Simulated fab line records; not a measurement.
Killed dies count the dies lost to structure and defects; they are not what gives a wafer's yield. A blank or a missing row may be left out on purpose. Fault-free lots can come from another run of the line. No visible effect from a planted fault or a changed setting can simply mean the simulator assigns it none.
Which of the tools did it?	flow gf180mcu	12 lots (36 wafers sampled), 1 step of a 602-step route

== WHAT EACH GAUGE READ, for each wafer ==
GF_STI_BOW_MEAS_00.
lot	measured	on	INCOMING_BOW (um)
L075	day 1 15:01	filmMetro-04	1 2 -7
L077	day 2 01:00	filmMetro-03	-5 1 -6
L079	day 2 11:01	filmMetro-03	-6 -1 -4
L081	day 2 21:00	filmMetro-03	14 14 -6
L083	day 3 07:01	filmMetro-04	3 4 6
L085	day 3 17:00	filmMetro-04	-2 -4 6
L087	day 4 03:00	filmMetro-04	6 -5 -6
L089	day 4 13:01	filmMetro-04	-7 1 6
L091	day 4 23:00	filmMetro-03	-6 -1 12
L093	day 5 09:01	filmMetro-04	0 -12 -3
L095	day 5 19:00	filmMetro-04	2 1 -1
L097	day 6 05:01	filmMetro-03	4 4 6

== EACH LOT AND THE TOOL THAT RAN IT (in order: tool; ch and the chambers of the sampled wafers; start) ==
There is no process step in the record ahead of these readings.

== THE ANSWER, worked out from the rows above alone ==
Rule: the lots themselves supply what counts as usual. Put in order of their means at a reading, lots are off if they are a third of the lots or fewer, leave a main group of 4 or more, and stand apart from it by a gap of 3 or more times the standard deviation of the main group's means; of several such gaps the widest counts. If all means in a main group match to the digits the tables above print for the reading, that group is not used. A lot without any number at a reading at which 4 lots or more have one is off too. The other lots that the step has rows for count as sound.
Across all readings shown, no lot is off: no conclusion can be drawn from this.

== WHAT WAS PUT IN BY THE SIMULATOR ==
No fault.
